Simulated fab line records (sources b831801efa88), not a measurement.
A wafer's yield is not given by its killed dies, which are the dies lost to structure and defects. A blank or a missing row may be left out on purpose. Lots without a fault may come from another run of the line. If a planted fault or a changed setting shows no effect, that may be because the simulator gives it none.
Problem report in the 8D (eight disciplines) form, filled by code	flow sfq_line	the parts of the form that need people (team, actions taken, sign-off) are left out

== 1. THE ISSUE ==
time_to_endpoint_s at SFQ_TRILAYER_I6_CMP_CMP_166 reads a mean of 172 s on 3 wafers of 2 lots; wafers without a fault read 218 s with a standard deviation of 9. That puts it -5.1 standard deviations away from the usual mean.
The step: polishes SiO2.
The first sign was on wafer L780.2 at day 70 18:16, on cmp-02. The record has a number at this step for 42 wafers belonging to 14 lots. By rule, "out" or "out of limits" means more than 4 standard deviations away from the usual mean. The other wafers with a number count as sound.

== 2. WHAT THIS IS AND IS NOT ==
question	is	is not
which readings at this step	time_to_endpoint_s	motor_current_A, retaining_ring_pressure_frac
which lots	L780, L781	L772, L773, L774, L775, L776, L779, L786, L790, L791, L792, L793, L794
which wafers of those lots	L780.2, L781.2, L781.6	L780.1, L780.6, L781.5
read on which tools	cmp-02	cmp-01
when	from day 70 18:16	up to then (19 sound wafers); but 20 sound wafers of L780, L781, L786, L790, L791, L792, L793, L794 came after

== 3. WHAT RULES OUT EACH SUSPECT ==
Counting: any tool at a process step up to the reading remains a suspect provided it ran every lot that is out. Sound lots after the first of them don't rule it out here, since some wafers of a struck lot are sound.
- cmp-02 at SFQ_TRILAYER_I6_CMP_CMP_166 (polishes SiO2): kept. Ran every lot that is out, first one L780 (day 70 18:16); last sound lot up to then L776 (day 69 05:12). Its own readings are out on those wafers: time_to_endpoint_s.
- At SFQ_TRILAYER_I6_CMP_CMP_166, inside cmp-02: chamber 2 took the wafers that are out, while their sound lot-mates went through chambers 1, 3.
Remaining after the count: cmp-02 at SFQ_TRILAYER_I6_CMP_CMP_166.

== 4. THE CAUSE (what the simulator had put in) ==
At SFQ_TRILAYER_I6_CMP_CMP_166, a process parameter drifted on cmp-02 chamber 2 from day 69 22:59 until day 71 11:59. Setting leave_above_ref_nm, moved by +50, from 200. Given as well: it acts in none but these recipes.
Only this tool survived the counting.

== 5. THE EFFECT CHAIN, in route order ==
Each row: a reading where the mean over the struck wafers with a number is more than 3 standard deviations away from the usual. Only readings for which the record gives a usual standard deviation are gone through. hours: the time from each lot's start at the first step in this table that gives one to its start at this step, as a median over the lots. sigmas: the change in usual standard deviations.
hours	step	reading	usual	on struck wafers	change	sigmas
0	SFQ_TRILAYER_I6_CMP_CMP_166	time_to_endpoint_s	218 s	172	-46	-5.1
2	SFQ_TRILAYER_I6_METRO_MEASURE_167	thk_nm	200.2 nm	250.0	+49.8	+42
95	SFQ_TRILAYER_I6_VIA_ETCH_VIA_ETCH_172	oes_product_au	0.855 a.u.	0.972	+0.117	+24
The process steps in it:
- SFQ_TRILAYER_I6_CMP_CMP_166: polishes SiO2.
- SFQ_TRILAYER_I6_METRO_MEASURE_167
- SFQ_TRILAYER_I6_VIA_ETCH_VIA_ETCH_172: etches SiO2 in CHF3, stops on Nb, target depth 260 nm.

== 6. HOW IT WOULD HAVE BEEN CAUGHT EARLIER ==
First out-of-limits reading in this record: day 70 18:16, which is 19 hours after fault onset at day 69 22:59.
